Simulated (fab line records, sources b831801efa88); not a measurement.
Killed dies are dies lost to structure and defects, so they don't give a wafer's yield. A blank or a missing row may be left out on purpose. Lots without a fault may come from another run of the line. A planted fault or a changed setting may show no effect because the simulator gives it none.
One fault seen from 2 desks | flow sky130 | each desk has only its own numbers; what lay behind them comes last

THE METROLOGY DESK
What the gauges read, lot by lot, whatever tool the lot ran on: means of the sampled wafers that have a number. A lot is out of limits, marked OUT, if its mean lies more than 4 standard deviations from the usual mean; the brackets give that distance.
Columns: A = POLY_GATE_CVD_03_THK at SKY_POLY_GATE_THK_MEAS_04, usual 74.8 nm; B = cd_nm at SKY_POLY_GATE_CD_MEAS_13, usual 150.0 nm; C = POLY_GATE_OVL at SKY_POLY_GATE_OVL_MEAS_14, usual 0 nm
lot  | first seen here | A    | B     | C
L587 | day 15 17:32    | 74.2 | 150.2 | 2
L590 | day 16 21:02    | 75.4 | 150.1 | 0
L596 | day 19 06:53    | 75.4 | 150.0 | 1
L597 | day 19 17:08    | 75.1 | 149.1 | 1
L598 | day 20 05:29    | 75.7 | 152.3 | -2
L601 | day 21 12:20    | 73.6 | 148.5 | -0
L606 | day 22 17:47    | 73.9 | 150.4 | 1
This desk's finding: nothing out of limits on any of the 7 lots.

THE TOOL OWNER'S DESK: rie_diel-04
The tool's own readings at SKY_POLY_GATE_ETCH_16 (etches Si3N4 in CH3F/O2, stops on poly-Si, time 147.5 s, target depth 75 nm): means of the sampled wafers that have a number, for each lot that ran on this tool. A lot is out of limits, marked OUT, if its mean lies more than 4 standard deviations from the usual mean; the brackets give that distance.
Columns: A = drypump_motor_current_A at SKY_POLY_GATE_ETCH_16, usual 5.4 A; B = oes_product_au at SKY_POLY_GATE_ETCH_16, usual 0.640 a.u.; C = run_length_s at SKY_POLY_GATE_ETCH_16, usual 175.9 s; D = throttle_valve_pct at SKY_POLY_GATE_ETCH_16, usual 10.536 %
lot  | first seen here | A   | B                | C                | D
L590 | day 18 02:01    | 5.1 | 0.644            | 175.9            | 10.547
L596 | day 20 13:52    | 5.3 | 0.648            | 173.2 (-5.3) OUT | 10.529
L597 | day 21 00:34    | 5.2 | 0.665 (+4.3) OUT | 169.6 (-13) OUT  | 10.536
L598 | day 21 12:40    | 5.4 | 0.655            | 173.1 (-5.6) OUT | 10.534
This desk's finding: out of limits on L596, L597, L598; first on L596, day 20 13:52 (run_length_s at SKY_POLY_GATE_ETCH_16). In limits: L590.

PUT TOGETHER
The tool owner's desk could have raised an alarm at day 20 13:52, on L596, L597, L598.
The metrology desk saw nothing out of limits.
The metrology desk has L596, L597, L598 on record, within its limits.
Of the lots named, all ran SKY_POLY_GATE_ETCH_16 on rie_diel-04.

WHAT THE SIMULATOR HAD PUT IN
Process parameter drift: rie_diel-04, from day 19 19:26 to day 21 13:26, at SKY_POLY_GATE_ETCH_16. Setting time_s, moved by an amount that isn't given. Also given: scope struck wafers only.
Lots struck among those shown: L596, L597, L598.
Hours from the fault's start to each desk's first reading out of limits: the tool owner's desk, 18.
